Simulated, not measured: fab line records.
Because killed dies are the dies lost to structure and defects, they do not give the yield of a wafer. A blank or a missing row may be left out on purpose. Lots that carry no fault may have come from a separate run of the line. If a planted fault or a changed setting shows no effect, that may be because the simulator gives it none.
A struck lot beside a sound one | flow gf180mcu | 15 steps out of a route of 602
Sound: the wafers L209.1, L209.4, L209.6. The struck wafers were L217.4, L217.5, L217.6. The cause is named last.
Per side, at each step with rows, come the tool, then ch with its chambers, and then its first start. Under that, the readings that differ: sound wafers | struck wafers | difference of the means | sigmas: that difference in standard deviations of wafers without a fault.
alike: readings with means less than 2 such deviations apart, plus words and numbers identical on both sides. not compared: withheld readings, readings lacking a value on some wafer, bounds such as >300 that could conceal the same value, and numbers that have no deviation in the record and whose values overlap.
A row with sigmas, a row that says differs or no value, or rows on one side alone: a step with any of these is where the two part. Non-overlapping numbers with no deviation appear without sigmas and do not part them. Lack of a reading on every wafer of one side parts them only where that side has two or more wafers.

GF_MIM_SPUTTER_07: material TiN, target thk 60 nm, time 50 s.
  sound: pvd sputter-04 at day 26 06:38; struck: pvd sputter-01 at day 28 16:11
  alike: throttle valve pct
GF_MIM_SPUTTER_08: material AlCu, target thk 200 nm, time 10.6 s.
  sound: pvd sputter-04 at day 26 06:41; struck: pvd sputter-01 at day 28 16:14
  alike: throttle valve pct
GF_MIM_SPUTTER_09: material TiN, target thk 35 nm, time 29.2 s.
  sound: pvd sputter-04 at day 26 06:43; struck: pvd sputter-01 at day 28 16:15
  alike: throttle valve pct
GF_MIM_RS_MEAS_10: measurement is done with a four-point probe.
  sound: film metro-01 at day 26 06:44; struck: film metro-02 at day 28 16:20
  alike: MIM_ALCU_RS
GF_MIM_THK_MEAS_11: measures by xrf.
  sound: film metro-01 at day 26 06:52; struck: film metro-02 at day 28 16:26
  alike: MIM_ALCU_THK
then, 7 steps without rows for these wafers: GF_MIM_DEHYDRATE_12 (time 60 s); GF_MIM_HMDS_13 (prime time 60 s); GF_MIM_COAT_14 (resist thk 1000 nm); GF_MIM_SOFTBAKE_15 (time 60 s); GF_MIM_EXPOSE_16 (exposes mask FuseTop, target cd 2000 nm); GF_MIM_PEB_17; GF_MIM_DEVELOP_18 (develop time 60 s).
GF_MIM_METAL_ETCH_19: etches the open film in Cl2/BCl3, stops on Si3N4, target depth 324.5 nm, time 54.1 s.
  sound on rie metal-02 ch 0, day 27 03:34; struck on rie metal-02 ch 0,1, day 29 10:41
  no value came back on the struck wafers for any of 6 readings (bcl3 flow sccm (sccm), bias w (W) and others); on the sound wafers bcl3 flow sccm (sccm) reads 39.98 40.04 40.01
  reading                                  | sound           | struck         | difference | sigmas
  model.NOVOLAK_of_MIM_COAT_14.thk nm (nm) | 865.4 870 867.5 | 1000 1001 1005 | +134       |
  not compared: rf hours counter h
GF_MIM_STRIP_20: strips in O2/N2.
  sound on plasma asher-02 ch 0,1, day 27 03:38; struck on plasma asher-01 ch 0,1, day 29 10:46
  reading                      | sound             | struck            | difference | sigmas
  oes product au (a.u.)        | 0.691 0.693 0.691 | 0.713 0.719 0.719 | +0.025     | +5
  strip time to endpoint s (s) | 11.15 11.22 11.19 | 12.63 12.66 12.70 | +1.48      | +42
  alike: drypump motor current A, heater power w
  not compared: rf hours counter h
then, 1 step without rows for these wafers: GF_MIM_STRIP_21 (strips in post etch residue remover, time 1200 s).

WHERE THEY PART
Earliest at GF_MIM_METAL_ETCH_19; latest, in this record, at GF_MIM_STRIP_20.

WHY: what the simulator had put in
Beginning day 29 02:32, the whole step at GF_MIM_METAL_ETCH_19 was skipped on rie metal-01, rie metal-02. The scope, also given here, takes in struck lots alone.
